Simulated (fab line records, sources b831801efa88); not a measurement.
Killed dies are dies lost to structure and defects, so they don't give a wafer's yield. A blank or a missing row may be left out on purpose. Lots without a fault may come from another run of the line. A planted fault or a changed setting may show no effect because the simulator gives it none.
A struck lot beside a sound one | flow sky130 | 43 steps out of a route of 708
Sound: wafers L839.2, L839.4, L839.5. Struck: wafers L848.2, L848.5, L848.6. The cause comes at the end.
At each step with rows: each side's tool, then ch and its chambers, then its first start. Under that, the readings that differ: sound wafers | struck wafers | difference of the means | sigmas: that difference in standard deviations of wafers without a fault.
alike: readings whose means differ by less than 2 such deviations, and words and numbers that are the same on both sides. not compared: withheld readings, readings that some wafer has no value for, bounds like >300 that may hide the same value, and numbers for which the record gives no deviation and whose values overlap.
The two part at a step that has a row with sigmas, a row that says differs or no value, or rows on one side only. Numbers that don't overlap but have no deviation are shown without sigmas and don't part them. A reading that every wafer of one side lacks parts them only if that side has two wafers or more.

SKY_LDD_HVP_OVL_MEAS_07:
  sound on overlay-01, day 23 06:34; struck on overlay-01, day 26 08:46
  alike: LDD_HVP_OVL
then, 1 step without rows for these wafers: SKY_LDD_HVP_IMPLANT_08.
SKY_LDD_HVP_STRIP_09: strips in O2/N2.
  sound on plasma_asher-03 ch 0, day 23 06:44; struck on plasma_asher-01 ch 0,1, day 26 08:56
  reading                     | sound       | struck      | difference | sigmas
  drypump_motor_current_A (A) | 5.6 5.7 5.7 | 6.7 6.4 6.7 | +0.9       | +2
  alike: oes_product_au, strip_time_to_endpoint_s
  not compared: rf_hours_counter_h
SKY_LDD_HVP_TW_MEAS_10:
  sound on film_metro-03, day 23 06:51; struck on film_metro-04, day 26 09:03
  alike: LDD_HVP_TW
then, 7 steps without rows for these wafers: SKY_LDD_LDN_DEHYDRATE_00 (time 60 s); SKY_LDD_LDN_HMDS_01 (prime time 60 s); SKY_LDD_LDN_COAT_02 (resist thk 1140 nm); SKY_LDD_LDN_SOFTBAKE_03 (time 60 s); SKY_LDD_LDN_EXPOSE_04 (exposes mask LDNTM, target cd 700 nm); SKY_LDD_LDN_PEB_05; SKY_LDD_LDN_DEVELOP_06 (develop time 60 s).
SKY_LDD_LDN_OVL_MEAS_07:
  sound on overlay-01, day 24 12:58; struck on overlay-01, day 27 14:13
  alike: LDD_LDN_OVL
SKY_LDD_LDN_IMPLANT_08:
  sound on implanter-02 ch 0, day 24 13:02; struck on implanter-02 ch 0, day 27 14:16
then, 3 steps without rows for these wafers: SKY_LDD_LDN_IMPLANT_09; SKY_LDD_LDN_IMPLANT_10; SKY_LDD_LDN_IMPLANT_11.
SKY_LDD_LDN_STRIP_12: strips in O2/N2.
  sound on plasma_asher-01 ch 0, day 24 13:36; struck on plasma_asher-02 ch 0,1, day 27 14:50
  reading                     | sound       | struck      | difference | sigmas
  drypump_motor_current_A (A) | 6.7 6.7 6.7 | 6.0 5.4 6.0 | -0.9       | -2
  alike: oes_product_au, strip_time_to_endpoint_s
  not compared: rf_hours_counter_h
SKY_LDD_LDN_TW_MEAS_13:
  sound on film_metro-04, day 24 13:43; struck on film_metro-04, day 27 14:57
  alike: LDD_LDN_TW
then, 2 steps without rows for these wafers: SKY_LDD_LDN_CLEAN_14 (cleans in SC1/SC2, time 150 s); SKY_SPACER_CVD_00 (deposits Si3N4 from DCS/NH3, target thk 43.1 nm, time 740 s).
SKY_SPACER_THK_MEAS_01:
  sound on film_metro-03, day 24 15:02; struck on film_metro-01, day 27 16:16
  alike: SPACER_CVD_00_THK
SKY_SPACER_ETCHBACK_02: etches Si3N4 in CH3F/O2, stops on SiO2, time 46.7 s, target depth 45 nm.
  sound on rie_diel-01 ch 0,1,3, day 24 15:05; struck on rie_diel-01 ch 0,2,3, day 27 16:19
  alike: drypump_motor_current_A, oes_product_au, throttle_valve_pct
  not compared: rf_hours_counter_h
then, 8 steps without rows for these wafers: SKY_POLY_CUT_DEHYDRATE_00 (time 60 s); SKY_POLY_CUT_HMDS_01 (prime time 60 s); SKY_POLY_CUT_COAT_02 (resist thk 60 nm); SKY_POLY_CUT_COAT_03 (resist thk 450 nm); SKY_POLY_CUT_SOFTBAKE_04 (time 90 s); SKY_POLY_CUT_EXPOSE_05 (exposes mask NPCM, target cd 270 nm); SKY_POLY_CUT_PEB_06; SKY_POLY_CUT_DEVELOP_07 (develop time 60 s).
SKY_POLY_CUT_CD_MEAS_08: target cd 270 nm.
  sound on cd_sem-01, day 25 20:57; struck on cd_sem-01, day 28 21:16
  reading    | sound             | struck            | difference | sigmas
  cd_nm (nm) | 271.3 272.1 270.3 | 266.6 268.5 269.0 | -3.2       | -2
SKY_POLY_CUT_OVL_MEAS_09:
  sound on overlay-01, day 25 21:04; struck on overlay-01, day 28 21:23
  alike: POLY_CUT_OVL
SKY_POLY_CUT_ETCH_10: etches BARC in N2/H2, stops on SiO2, time 45.9 s, target depth 60 nm.
  sound on rie_diel-01 ch 0,3, day 25 21:05; struck on rie_diel-04 ch 0,1, day 28 21:25
  reading                | sound                | struck               | difference | sigmas
  throttle_valve_pct (%) | 13.243 13.236 13.227 | 13.208 13.202 13.235 | -0.020     | -2
  alike: drypump_motor_current_A, oes_product_au
  not compared: rf_hours_counter_h
then, 1 step without rows for these wafers: SKY_POLY_CUT_ETCH_11 (etches Si3N4 in CF4/CH2F2/Ar, stops on poly-Si, time 42.5 s, target depth 60 nm).
SKY_POLY_CUT_STRIP_12: strips in O2/N2.
  sound on plasma_asher-04 ch 0,1, day 25 21:10; struck on plasma_asher-04 ch 0,1, day 28 21:29
  alike: drypump_motor_current_A, oes_product_au, strip_time_to_endpoint_s
  not compared: rf_hours_counter_h
then, 7 steps without rows for these wafers: SKY_SD_P_DEHYDRATE_00 (time 60 s); SKY_SD_P_HMDS_01 (prime time 60 s); SKY_SD_P_COAT_02 (resist thk 1140 nm); SKY_SD_P_SOFTBAKE_03 (time 60 s); SKY_SD_P_EXPOSE_04 (exposes mask PSDM, target cd 380 nm); SKY_SD_P_PEB_05; SKY_SD_P_DEVELOP_06 (develop time 60 s).
-- the record jumps here: 20 days lie between the struck wafers' starts before and after (it left off in module SD_P and takes up again in module PAD_OPEN, whose first step shown is number 708 of the route) --
SKY_PAD_OPEN_PROBE_99:
  sound on prober-01, day 47 03:04; struck on prober-01, day 49 03:31
  reading                               | sound             | struck            | difference | sigmas
  model.etest.tip_sonos.rs_ohm_sq_range | 28.11 47.75 28.21 | 86.14 82.49 76.19 | +46.92     |
  alike: killed_at_M0_to_M3, killed_at_M4_up, killed_at_contacts, killed_at_front_end, killed_at_other, killed_dies, killed_open, killed_short

WHERE THEY PART
First at SKY_LDD_HVP_STRIP_09; last, within this record, at SKY_POLY_CUT_ETCH_10. Later steps at which nothing parts them and some readings are alike: SKY_POLY_CUT_STRIP_12, SKY_PAD_OPEN_PROBE_99.

WHY: what the simulator had put in
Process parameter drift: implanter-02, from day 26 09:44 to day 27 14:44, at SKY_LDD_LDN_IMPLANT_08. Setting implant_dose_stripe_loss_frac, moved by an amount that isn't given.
